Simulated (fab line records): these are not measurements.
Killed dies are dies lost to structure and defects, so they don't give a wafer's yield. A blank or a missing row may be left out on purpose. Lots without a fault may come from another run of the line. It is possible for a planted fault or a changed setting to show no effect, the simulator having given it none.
fab line records	flow sky130
record lots=24	wafers=72	last_day=52
route steps=708 shown METAL2@484 VIA2@510 METAL3@565 VIA3@575
lots untouched by any fault: they come from a run of this same line in which no faults occurred
start_h: hours from the record's opening day to when the first of the lot's shown wafers began	wait_h: hours since the lot's step before	" identical to the entry in the row above	L1.1+2: a row that stands for several wafers	- no value present, or no start provided	* or withheld: withheld	< > ~ a bound
route shown NAME@n: NAME is a module with steps in the file, n the number in the route of the first one	usual: mean/standard deviation taken from wafers without a fault	same: alike in all rows	chamber/n: place in a boat	sites: readings site by site	_std_site: the values' standard deviation	_edge_site: outer sites' mean less inner sites'	radius_mm: for every site, how far away it sits from the centre of the wafer	mask NAME#n: copy n	behind: the tool/chamber that last shaped the wafer	hold: what put the lot on hold/how long, in hours/how the hold closed	device: transistor that didn't switch, given as n, p or np	end of line: the same wafers' tests at the end of the route	a step with no rows: only its recipe	killed: dies that structure and defects cost at the first sort, which is not the same as the wafer's yield	map: dies across one wafer; x = killed, . = not, _ = none there
set.NAME: the setting the step ran with; set.NAME@STEP: the setting that earlier step ran with	model.NAME: the simulator's own value behind a step, which no gauge read
one table for each step of the route and one row for each wafer, over a sample of lots
services: the hour from which a tool's chamber was out of use, counted from the record's first day as start_h (under 0 if before that day), plus the number of hours and why
## steps
# step SKY_METAL2_SPUTTER_01
# recipe material=TiN	target_thk_nm=20	power_w=6500	time_s=16.7	chamber_pressure_pa=0.4
# usual throttle_valve_pct=29.5/0.74
lot.wafer	tool	chamber	start_h	wait_h	throttle_valve_pct
L074.1	pvd_sputter-02	-	744.13	0.0	28.9
L074.2	"	-	"	"	30.1
L074.3	"	-	"	"	29.8
L075.1	pvd_sputter-02	-	744.80	0.0	29.7
L075.3	"	-	"	"	29.7
L075.6	"	-	"	"	29.8
L076.1	pvd_sputter-04	-	747.15	0.0	28.0
L076.3	"	-	"	"	32.1
L076.6	"	-	"	"	28.1
L077.1	pvd_sputter-02	-	747.80	0.0	28.8
L077.3	"	-	"	"	29.7
L077.4	"	-	"	"	29.5
L078.2	pvd_sputter-03	-	760.83	0.0	28.7
L078.4	"	-	"	"	30.1
L078.5	"	-	"	"	29.4
L080.1	pvd_sputter-02	-	769.07	0.0	29.9
L080.2	"	-	"	"	29.0
L080.6	"	-	"	"	29.9
L079.1	pvd_sputter-03	-	771.13	0.0	29.1
L079.4	"	-	"	"	30.4
L079.5	"	-	"	"	28.8
L081.2	pvd_sputter-03	-	783.27	0.0	28.5
L081.4	"	-	"	"	28.8
L081.6	"	-	"	"	28.6
L082.2	pvd_sputter-03	-	791.55	0.0	30.1
L082.3	"	-	"	"	28.4
L082.4	"	-	"	"	28.7
L084.1	pvd_sputter-03	-	795.05	0.0	28.9
L084.3	"	-	"	"	30.0
L084.6	"	-	"	"	28.8
L083.2	pvd_sputter-02	-	796.18	0.0	29.2
L083.4	"	-	"	"	29.9
L083.5	"	-	"	"	29.8
L085.1	pvd_sputter-02	-	801.40	0.0	29.9
L085.2	"	-	"	"	29.8
L085.4	"	-	"	"	29.8
L086.2	pvd_sputter-02	-	810.93	0.0	29.9
L086.4	"	-	"	"	29.9
L086.5	"	-	"	"	29.9
L087.1	pvd_sputter-02	-	819.26	0.0	29.9
L087.3	"	-	"	"	30.0
L087.4	"	-	"	"	29.2
L088.1	pvd_sputter-03	-	820.94	0.0	28.9
L088.4	"	-	"	"	29.2
L088.6	"	-	"	"	30.0
L089.1	pvd_sputter-02	-	831.03	0.0	29.5
L089.2	"	-	"	"	29.9
L089.5	"	-	"	"	30.0
L090.1	pvd_sputter-04	-	843.18	0.0	28.8
L090.5	"	-	"	"	28.0
L090.6	"	-	"	"	32.1
L091.1	pvd_sputter-02	-	850.22	0.0	29.0
L091.3	"	-	"	"	30.3
L091.6	"	-	"	"	29.0
L094.2	pvd_sputter-02	-	1029.16	0.0	29.8
L094.3	"	-	"	"	29.0
L094.4	"	-	"	"	30.2
L092.2	pvd_sputter-02	-	1033.03	0.0	28.9
L092.4	"	-	"	"	30.1
L092.6	"	-	"	"	28.9
L093.2	pvd_sputter-03	-	1034.57	0.0	30.1
L093.4	"	-	"	"	28.8
L093.6	"	-	"	"	29.0
L095.2	pvd_sputter-03	-	1035.70	0.0	28.4
L095.3	"	-	"	"	30.1
L095.4	"	-	"	"	29.1
L096.2	pvd_sputter-02	-	1036.53	0.0	28.8
L096.4	"	-	"	"	30.0
L096.6	"	-	"	"	30.0
L097.2	pvd_sputter-03	-	1037.03	0.0	28.8
L097.3	"	-	"	"	28.7
L097.5	"	-	"	"	28.8
# step SKY_METAL2_METAL_ETCH_19
# recipe target_depth_a=3600	stop_on=SiO2	over_etch_frac=0.3	time_s=78	chemistry=Cl2/BCl3	resist_sidewall_deg=88	pressure_mtorr=10	icp_w=900	bias_w=48.5	Cl2_flow_sccm=60	bcl3_flow_sccm=30
# usual drypump_motor_current_A=5.6/0.43	oes_product_au=0.853/0.0054	throttle_valve_pct=22.265/0.0088
lot.wafer	tool	chamber	start_h	wait_h	drypump_motor_current_A	oes_product_au	rf_hours_counter_h	throttle_valve_pct
L074.1	rie_metal-04	1	770.84	0.0	5.6	0.853	5	22.265
L074.2	"	0	"	"	6.4	0.848	3	22.262
L074.3	"	0	"	"	6.4	0.858	-	22.263
L075.1	rie_metal-01	0	771.51	0.0	5.7	0.859	7	22.269
L075.3	"	0	"	"	5.7	0.850	-	22.263
L075.6	"	0	"	"	5.7	0.853	-	22.280
L076.1	rie_metal-04	0	773.33	0.0	6.4	0.856	3	22.255
L076.3	"	1	"	"	5.6	0.852	-	22.260
L076.6	"	1	"	"	5.6	0.854	-	22.266
L077.1	rie_metal-03	0	774.76	0.0	5.1	0.856	6	22.261
L077.3	"	0	"	"	5.1	0.850	-	22.249
L077.4	"	1	"	"	5.6	0.852	-	22.267
L078.2	rie_metal-04	1	786.26	0.0	5.7	0.848	5	22.262
L078.4	"	0	"	"	6.4	0.849	-	22.256
L078.5	"	0	"	"	6.4	0.851	-	22.279
L080.1	rie_metal-03	0	795.61	0.0	5.1	0.853	7	22.269
L080.2	"	1	"	"	5.6	0.858	14	22.270
L080.6	"	0	"	"	5.1	0.858	-	22.263
L079.1	rie_metal-01	0	798.06	0.0	5.6	0.853	8	22.257
L079.4	"	0	"	"	5.6	0.857	-	22.255
L079.5	"	0	"	"	5.6	0.858	-	22.265
L081.2	rie_metal-03	1	810.46	0.0	5.6	0.851	15	22.253
L081.4	"	0	"	"	5.1	0.854	-	22.276
L081.6	"	0	"	"	5.1	0.862	-	22.269
L082.2	rie_metal-03	0	819.31	0.0	5.1	0.845	9	22.243
L082.3	"	0	"	"	5.1	0.850	-	22.265
L082.4	"	1	"	"	5.6	0.865	-	22.278
L084.1	rie_metal-04	0	821.84	0.0	6.4	0.847	6	22.265
L084.3	"	1	"	"	5.6	0.852	-	22.261
L084.6	"	0	"	"	6.5	0.857	-	22.271
L083.2	rie_metal-01	0	823.76	0.0	5.6	0.866	10	22.283
L083.4	"	0	"	"	5.6	0.853	-	22.256
L083.5	"	1	"	"	5.3	0.850	-	22.268
L085.1	rie_metal-04	0	829.76	0.0	6.5	0.856	6	22.268
L085.2	"	1	"	"	5.6	0.847	8	22.282
L085.4	"	0	"	"	6.5	0.859	-	22.275
L086.2	rie_metal-04	1	838.84	0.0	5.6	0.862	8	22.268
L086.4	"	0	"	"	6.5	0.854	-	22.257
L086.5	"	0	"	"	6.4	0.858	-	22.265
L087.1	rie_metal-01	0	846.91	0.0	5.7	0.848	11	22.266
L087.3	"	1	"	"	5.3	0.859	-	22.253
L087.4	"	0	"	"	5.7	0.856	-	22.276
L088.1	rie_metal-03	1	848.51	0.1	5.6	0.845	16	22.268
L088.4	"	1	"	"	5.6	0.857	-	22.262
L088.6	"	1	"	"	5.6	0.860	-	22.260
L089.1	rie_metal-03	0	857.46	0.1	5.1	0.849	9	22.259
L089.2	"	0	"	"	5.1	0.839	-	22.269
L089.5	"	0	"	"	5.1	0.849	-	22.266
L090.1	rie_metal-03	0	868.79	0.0	5.1	0.847	11	22.257
L090.5	"	1	"	"	5.6	0.855	-	22.269
L090.6	"	0	"	"	5.1	0.850	-	22.278
L091.1	rie_metal-04	0	877.06	0.0	6.4	0.848	8	22.249
L091.3	"	1	"	"	5.6	0.855	-	22.263
L091.6	"	1	"	"	5.6	0.860	-	22.277
L094.2	rie_metal-03	1	1050.89	0.0	5.6	0.844	10	22.258
L094.3	"	1	"	"	5.7	0.851	-	22.259
L094.4	"	0	"	"	5.1	0.856	-	22.252
L092.2	rie_metal-04	1	1054.09	0.0	5.6	0.843	19	22.277
L092.4	"	1	"	"	5.6	0.850	-	22.268
L092.6	"	0	"	"	6.4	0.856	-	22.261
L093.2	rie_metal-03	0	1055.59	0.0	5.1	0.853	20	22.266
L093.4	"	1	"	"	5.6	0.852	-	22.268
L093.6	"	0	"	"	5.1	0.847	-	22.272
L095.2	rie_metal-01	1	1057.04	0.0	5.3	0.854	0	22.252
L095.3	"	0	"	"	5.7	0.848	-	22.264
L095.4	"	1	"	"	5.3	0.854	-	22.269
L096.2	rie_metal-04	1	1058.06	0.0	5.6	0.846	19	22.276
L096.4	"	0	"	"	6.4	0.851	-	22.259
L096.6	"	0	"	"	6.4	0.859	-	22.260
L097.2	rie_metal-01	1	1058.76	0.0	5.3	0.864	0	22.269
L097.3	"	1	"	"	5.3	0.855	-	22.272
L097.5	"	1	"	"	5.3	0.853	-	22.265
# step SKY_VIA2_BOW_MEAS_03
# recipe mode=bow
# usual VIA2_BOW=85/7.6
lot.wafer	tool	chamber	start_h	wait_h	VIA2_BOW[um]
L074.1	film_metro-04	-	772.01	0.1	77
L074.2	"	-	"	"	91
L074.3	"	-	"	"	64
L075.1	film_metro-03	-	772.72	0.2	83
L075.3	"	-	"	"	85
L075.6	"	-	"	"	78
L076.1	film_metro-01	-	774.50	0.1	83
L076.3	"	-	"	"	74
L076.6	"	-	"	"	85
L077.1	film_metro-01	-	775.93	0.1	100
L077.3	"	-	"	"	100
L077.4	"	-	"	"	91
L078.2	film_metro-04	-	787.45	0.3	91
L078.4	"	-	"	"	83
L078.5	"	-	"	"	96
L080.1	film_metro-04	-	796.78	0.2	103
L080.2	"	-	"	"	85
L080.6	"	-	"	"	98
L079.1	film_metro-01	-	799.22	0.1	81
L079.4	"	-	"	"	76
L079.5	"	-	"	"	102
L081.2	film_metro-01	-	811.76	0.3	81
L081.4	"	-	"	"	84
L081.6	"	-	"	"	80
L082.2	film_metro-03	-	820.50	0.2	85
L082.3	"	-	"	"	86
L082.4	"	-	"	"	87
L084.1	film_metro-03	-	823.00	0.1	82
L084.3	"	-	"	"	93
L084.6	"	-	"	"	90
L083.2	film_metro-01	-	824.94	0.1	92
L083.4	"	-	"	"	89
L083.5	"	-	"	"	85
L085.1	film_metro-01	-	830.97	0.2	80
L085.2	"	-	"	"	80
L085.4	"	-	"	"	88
L086.2	film_metro-04	-	840.07	0.1	86
L086.4	"	-	"	"	78
L086.5	"	-	"	"	86
L087.1	film_metro-03	-	848.12	0.1	83
L087.3	"	-	"	"	85
L087.4	"	-	"	"	73
L088.1	film_metro-03	-	849.81	0.1	76
L088.4	"	-	"	"	70
L088.6	"	-	"	"	77
L089.1	film_metro-01	-	858.76	0.2	95
L089.2	"	-	"	"	93
L089.5	"	-	"	"	78
L090.1	film_metro-01	-	869.99	0.1	85
L090.5	"	-	"	"	89
L090.6	"	-	"	"	88
L091.1	film_metro-01	-	878.22	0.1	81
L091.3	"	-	"	"	87
L091.6	"	-	"	"	82
L094.2	film_metro-04	-	1052.11	0.3	91
L094.3	"	-	"	"	90
L094.4	"	-	"	"	71
L092.2	film_metro-04	-	1055.32	0.1	78
L092.4	"	-	"	"	86
L092.6	"	-	"	"	92
L093.2	film_metro-03	-	1056.78	0.2	94
L093.4	"	-	"	"	85
L093.6	"	-	"	"	83
L095.2	film_metro-01	-	1058.27	0.2	76
L095.3	"	-	"	"	92
L095.4	"	-	"	"	79
L096.2	film_metro-03	-	1059.26	0.1	90
L096.4	"	-	"	"	95
L096.6	"	-	"	"	76
L097.2	film_metro-04	-	1059.98	0.1	75
L097.3	"	-	"	"	98
L097.5	"	-	"	"	79
# step SKY_METAL3_DESCUM_15
# recipe chemistry=O2	source_power_w=150	bias_power_w=0	pressure_mtorr=10	temp_c=40	time_s=8
# usual drypump_motor_current_A=5.9/0.46	oes_product_au=0.998/0.011
lot.wafer	tool	chamber	start_h	wait_h	drypump_motor_current_A	oes_product_au	rf_hours_counter_h
L074.1	rie_metal-01	1	853.84	0.0	5.3	0.989	12
L074.2	"	0	"	"	5.7	0.989	11
L074.3	"	1	"	"	5.3	0.998	-
L075.1	rie_metal-04	0	855.19	0.0	6.4	1.000	7
L075.3	"	1	"	"	5.6	1.015	-
L075.6	"	1	"	"	5.6	1.022	-
L076.1	rie_metal-01	1	856.44	0.0	5.3	0.987	12
L076.3	"	0	"	"	5.7	0.977	-
L076.6	"	1	"	"	5.3	0.994	-
L077.1	rie_metal-02	1	857.69	0.0	6.1	1.006	10
L077.3	"	0	"	"	6.4	0.990	-
L077.4	"	1	"	"	6.1	0.997	-
L078.2	rie_metal-02	0	869.04	0.0	6.5	0.992	9
L078.4	"	1	"	"	6.2	1.011	-
L078.5	"	1	"	"	6.1	0.993	-
L080.1	rie_metal-01	1	879.07	0.0	5.3	1.002	14
L080.2	"	0	"	"	5.7	0.982	13
L080.6	"	0	"	"	5.6	0.990	-
L079.1	rie_metal-02	0	881.07	0.0	6.5	0.989	9
L079.4	"	1	"	"	6.1	1.000	-
L079.5	"	0	"	"	6.5	0.996	-
L081.2	rie_metal-02	0	894.24	0.0	6.5	1.017	9
L081.4	"	1	"	"	6.1	1.022	-
L081.6	"	0	"	"	6.5	1.013	-
L082.2	rie_metal-01	0	903.24	0.0	5.7	0.997	14
L082.3	"	1	"	"	5.3	1.000	-
L082.4	"	0	"	"	5.6	0.991	-
L084.1	rie_metal-02	0	904.27	0.0	6.5	0.993	10
L084.3	"	0	"	"	6.5	1.002	-
L084.6	"	1	"	"	6.2	0.998	-
L083.2	rie_metal-01	1	905.88	0.0	5.3	0.996	-
L083.4	"	1	"	"	5.3	0.996	-
L083.5	"	1	"	"	5.3	1.000	-
L085.1	rie_metal-01	1	911.69	0.0	5.3	0.991	17
L085.2	"	1	"	"	5.3	0.992	-
L085.4	"	1	"	"	5.3	0.993	-
L086.2	rie_metal-01	0	921.27	0.0	5.7	0.972	14
L086.4	"	1	"	"	5.3	0.991	-
L086.5	"	1	"	"	5.3	0.994	-
L087.1	rie_metal-01	1	929.64	0.0	5.3	1.000	18
L087.3	"	1	"	"	5.3	1.004	-
L087.4	"	0	"	"	5.7	0.983	-
L088.1	rie_metal-02	0	932.47	0.0	6.4	1.001	10
L088.4	"	1	"	"	6.1	1.013	-
L088.6	"	1	"	"	6.1	1.014	-
L089.1	rie_metal-02	0	939.82	0.0	6.4	1.001	11
L089.2	"	1	"	"	6.1	1.020	13
L089.5	"	0	"	"	6.5	0.998	-
L090.1	rie_metal-04	1	951.69	0.0	5.6	1.017	14
L090.5	"	0	"	"	6.4	0.993	-
L090.6	"	1	"	"	5.6	1.020	-
L091.1	rie_metal-04	1	959.24	0.0	5.7	1.012	15
L091.3	"	1	"	"	5.7	1.012	-
L091.6	"	0	"	"	6.4	0.990	-
L094.2	rie_metal-04	1	1111.54	0.0	5.7	1.012	22
L094.3	"	1	"	"	5.6	0.999	-
L094.4	"	0	"	"	6.5	0.985	-
L092.2	rie_metal-01	1	1114.20	0.0	5.3	0.994	-
L092.4	"	1	"	"	5.3	0.994	-
L092.6	"	1	"	"	5.3	0.991	-
L093.2	rie_metal-02	1	1114.72	0.0	6.1	1.008	22
L093.4	"	1	"	"	6.1	1.007	-
L093.6	"	0	"	"	6.5	0.994	-
L095.2	rie_metal-02	0	1116.34	0.0	6.4	0.996	21
L095.3	"	0	"	"	6.5	1.002	-
L095.4	"	1	"	"	6.2	0.995	-
L096.2	rie_metal-02	0	1117.04	0.0	6.5	0.997	21
L096.4	"	0	"	"	6.4	0.984	-
L096.6	"	1	"	"	6.2	1.011	-
L097.2	rie_metal-01	1	1118.20	0.0	5.3	0.988	-
L097.3	"	1	"	"	5.3	0.991	-
L097.5	"	1	"	"	5.3	1.000	-
# step SKY_METAL3_ETCH_16
# recipe chemistry=N2/H2	target=BARC	ion_energy_ev=200	bias_w=100	pressure_mtorr=30	n2_flow_sccm=100	h2_flow_sccm=200	icp_w=500	stop_on=SiO2	time_s=88.2	target_depth_a=600
# usual drypump_motor_current_A=5.9/0.46	oes_product_au=0.626/0.0045	throttle_valve_pct=13.206/0.0091
lot.wafer	tool	chamber	start_h	wait_h	drypump_motor_current_A	oes_product_au	rf_hours_counter_h	throttle_valve_pct
L074.1	rie_metal-01	1	853.88	0.0	5.3	0.623	12	13.209
L074.2	"	0	"	"	5.7	0.625	11	13.221
L074.3	"	1	"	"	5.3	0.630	-	13.206
L075.1	rie_metal-04	0	855.22	0.0	6.5	0.609	7	13.207
L075.3	"	1	"	"	5.6	0.634	-	13.169
L075.6	"	1	"	"	5.6	0.626	-	13.204
L076.1	rie_metal-01	1	856.47	0.0	5.3	0.619	13	13.218
L076.3	"	0	"	"	5.7	0.629	-	13.213
L076.6	"	1	"	"	5.3	0.627	-	13.207
L077.1	rie_metal-02	1	857.72	0.0	6.2	0.627	10	13.208
L077.3	"	0	"	"	6.5	0.625	-	13.205
L077.4	"	1	"	"	6.2	0.623	-	13.203
L078.2	rie_metal-02	0	869.07	0.0	6.5	0.625	9	13.210
L078.4	"	1	"	"	6.2	0.626	-	13.218
L078.5	"	1	"	"	6.2	0.621	-	13.204
L080.1	rie_metal-01	1	879.10	0.0	5.3	0.622	14	13.205
L080.2	"	0	"	"	5.7	0.623	13	13.217
L080.6	"	0	"	"	5.7	0.620	-	13.210
L079.1	rie_metal-02	0	881.10	0.0	6.5	0.626	9	13.217
L079.4	"	1	"	"	6.2	0.628	-	13.216
L079.5	"	0	"	"	6.5	0.628	-	13.214
L081.2	rie_metal-02	0	894.28	0.0	6.5	0.631	9	13.201
L081.4	"	1	"	"	6.2	0.626	-	13.210
L081.6	"	0	"	"	6.5	0.627	-	13.204
L082.2	rie_metal-01	0	903.28	0.0	5.6	0.627	14	13.198
L082.3	"	1	"	"	5.4	0.622	-	13.216
L082.4	"	0	"	"	5.7	0.630	-	13.214
L084.1	rie_metal-02	0	904.30	0.0	6.5	0.627	10	13.226
L084.3	"	0	"	"	6.4	0.620	-	13.206
L084.6	"	1	"	"	6.2	0.632	-	13.202
L083.2	rie_metal-01	1	905.96	0.1	5.3	0.631	-	13.203
L083.4	"	1	"	"	5.3	0.626	-	13.206
L083.5	"	1	"	"	5.3	0.630	-	13.208
L085.1	rie_metal-01	1	911.76	0.1	5.3	0.626	17	13.195
L085.2	"	1	"	"	5.3	0.631	-	13.219
L085.4	"	1	"	"	5.3	0.624	-	13.209
L086.2	rie_metal-01	0	921.30	0.0	5.7	0.627	14	13.189
L086.4	"	1	"	"	5.3	0.626	-	13.200
L086.5	"	1	"	"	5.3	0.631	-	13.198
L087.1	rie_metal-01	1	929.67	0.0	5.3	0.633	18	13.217
L087.3	"	1	"	"	5.3	0.622	-	13.207
L087.4	"	0	"	"	5.7	0.626	-	13.206
L088.1	rie_metal-02	0	932.50	0.0	6.5	0.629	10	13.198
L088.4	"	1	"	"	6.1	0.624	-	13.211
L088.6	"	1	"	"	6.1	0.626	-	13.202
L089.1	rie_metal-02	0	939.85	0.0	6.5	0.634	11	13.210
L089.2	"	1	"	"	6.2	0.621	13	13.215
L089.5	"	0	"	"	6.5	0.628	-	13.223
L090.1	rie_metal-04	1	951.73	0.0	5.7	0.628	14	13.204
L090.5	"	0	"	"	6.4	0.626	-	13.207
L090.6	"	1	"	"	5.6	0.630	-	13.209
L091.1	rie_metal-04	1	959.28	0.0	5.7	0.629	15	13.201
L091.3	"	1	"	"	5.6	0.624	-	13.201
L091.6	"	0	"	"	6.4	0.620	-	13.212
L094.2	rie_metal-04	1	1111.58	0.0	5.7	0.623	22	13.199
L094.3	"	1	"	"	5.7	0.623	-	13.206
L094.4	"	0	"	"	6.4	0.625	-	13.201
L092.2	rie_metal-01	1	1114.29	0.1	5.3	0.628	-	13.206
L092.4	"	1	"	"	5.3	0.632	-	13.221
L092.6	"	1	"	"	5.3	0.619	-	13.206
L093.2	rie_metal-02	1	1114.75	0.0	6.2	0.623	22	13.203
L093.4	"	1	"	"	6.2	0.625	-	13.212
L093.6	"	0	"	"	6.5	0.628	-	13.191
L095.2	rie_metal-02	0	1116.38	0.0	6.5	0.621	21	13.206
L095.3	"	0	"	"	6.5	0.620	-	13.199
L095.4	"	1	"	"	6.2	0.624	-	13.201
L096.2	rie_metal-02	0	1117.08	0.0	6.5	0.630	21	13.194
L096.4	"	0	"	"	6.5	0.626	-	13.211
L096.6	"	1	"	"	6.2	0.621	-	13.207
L097.2	rie_metal-01	1	1118.29	0.1	5.3	0.627	-	13.199
L097.3	"	1	"	"	5.3	0.621	-	13.198
L097.5	"	1	"	"	5.3	0.629	-	13.201
# step SKY_VIA3_CMP_02
# recipe material=SiO2	down_force_psi=4	platen_rpm=60	pad_velocity_m_s=0.94248
# usual motor_current_A=11.7/1
lot.wafer	tool	chamber	start_h	wait_h	motor_current_A
L074.2	cmp-02	1	855.00	0.0	10.8
L074.3	"	2	"	"	12.9
L074.1	"	0	"	"	12.7
L075.3	cmp-02	0	856.51	0.1	12.7
L075.1	"	2	"	"	13.7
L075.6	"	0	"	"	12.1
L076.3	cmp-01	0	857.60	0.0	10.4
L076.1	"	3	"	"	12.7
L076.6	"	1	"	"	12.3
L077.3	cmp-02	1	858.85	0.0	10.9
L077.1	"	2	"	"	13.2
L077.4	"	0	"	"	12.1
L078.2	cmp-01	1	870.22	0.0	12.1
L078.4	"	0	"	"	10.2
L078.5	"	1	"	"	12.0
L080.2	cmp-01	1	880.22	0.0	12.3
L080.1	"	0	"	"	10.1
L080.6	"	2	"	"	11.0
L079.4	cmp-02	2	882.25	0.0	12.9
L079.1	"	0	"	"	12.6
L079.5	"	2	"	"	13.6
L081.4	cmp-02	3	895.67	0.1	11.5
L081.2	"	0	"	"	12.4
L081.6	"	2	"	"	13.0
L082.3	cmp-01	0	904.40	0.0	9.5
L082.2	"	2	"	"	11.1
L082.4	"	3	"	"	13.2
L084.3	cmp-01	1	905.47	0.1	12.0
L084.1	"	3	"	"	12.6
L084.6	"	1	"	"	12.1
L083.4	cmp-02	2	907.23	0.1	12.9
L083.2	"	3	"	"	12.0
L083.5	"	2	"	"	13.2
L085.4	cmp-02	3	913.00	0.0	11.7
L085.2	"	0	"	"	11.1
L085.1	"	2	"	"	13.4
L086.2	cmp-01	1	922.70	0.1	11.8
L086.4	"	2	"	"	11.6
L086.5	"	0	"	"	10.7
L087.1	cmp-01	2	930.79	0.1	10.8
L087.4	"	3	"	"	12.3
L087.3	"	0	"	"	10.0
L088.4	cmp-02	2	933.65	0.0	13.3
L088.1	"	3	"	"	11.5
L088.6	"	2	"	"	13.0
L089.1	cmp-02	2	941.02	0.1	12.8
L089.2	"	0	"	"	12.2
L089.5	"	2	"	"	13.8
L090.1	cmp-01	0	953.28	0.1	10.5
L090.5	"	2	"	"	11.4
L090.6	"	3	"	"	11.7
L091.3	cmp-01	1	960.49	0.1	12.2
L091.1	"	2	"	"	11.2
L091.6	"	3	"	"	12.2
L094.3	cmp-01	3	1112.73	0.0	12.4
L094.4	"	1	"	"	12.4
L094.2	"	2	"	"	10.8
L092.2	cmp-02	3	1115.53	0.0	11.7
L092.4	"	1	"	"	10.2
L092.6	"	0	"	"	13.1
L093.2	cmp-01	0	1116.08	0.0	10.0
L093.4	"	2	"	"	10.9
L093.6	"	0	"	"	10.6
L095.2	cmp-02	2	1117.91	0.2	13.4
L095.3	"	3	"	"	11.4
L095.4	"	0	"	"	11.8
L096.2	cmp-01	3	1118.30	0.1	12.4
L096.4	"	0	"	"	10.2
L096.6	"	1	"	"	12.2
L097.3	cmp-01	3	1119.56	0.1	13.0
L097.2	"	0	"	"	10.4
L097.5	"	3	"	"	12.5
## services
tool	chamber	start_h	hours	kind
cmp-01	-	720.80	1.0	repair
cmp-02	-	744.11	4.0	pm
rie_metal-02	-	791.50	1.4	pm
rie_metal-01	-	805.85	0.6	repair
cmp-01	-	814.82	1.0	repair
cmp-01	-	837.94	1.5	repair
cmp-02	-	852.25	0.3	repair
rie_metal-02	-	870.42	2.8	pm
rie_metal-01	0	892.38	5.6	repair
cmp-02	-	899.48	7.5	pm
rie_metal-01	-	903.89	0.6	repair
rie_metal-01	0	905.20	11.6	repair
cmp-01	-	912.12	4.0	pm
rie_metal-04	0	920.32	3.0	repair
rie_metal-01	1	923.25	1.1	repair
rie_metal-01	-	967.78	1.3	repair
rie_metal-01	-	977.32	2.8	pm
rie_metal-02	1	988.70	3.0	repair
cmp-01	-	1008.04	0.6	repair
cmp-02	-	1009.75	2.4	repair
cmp-01	-	1040.61	5.4	pm
cmp-02	-	1061.16	0.2	repair
cmp-02	-	1084.11	4.0	pm
rie_metal-02	-	1104.68	2.4	repair
## key
fault none
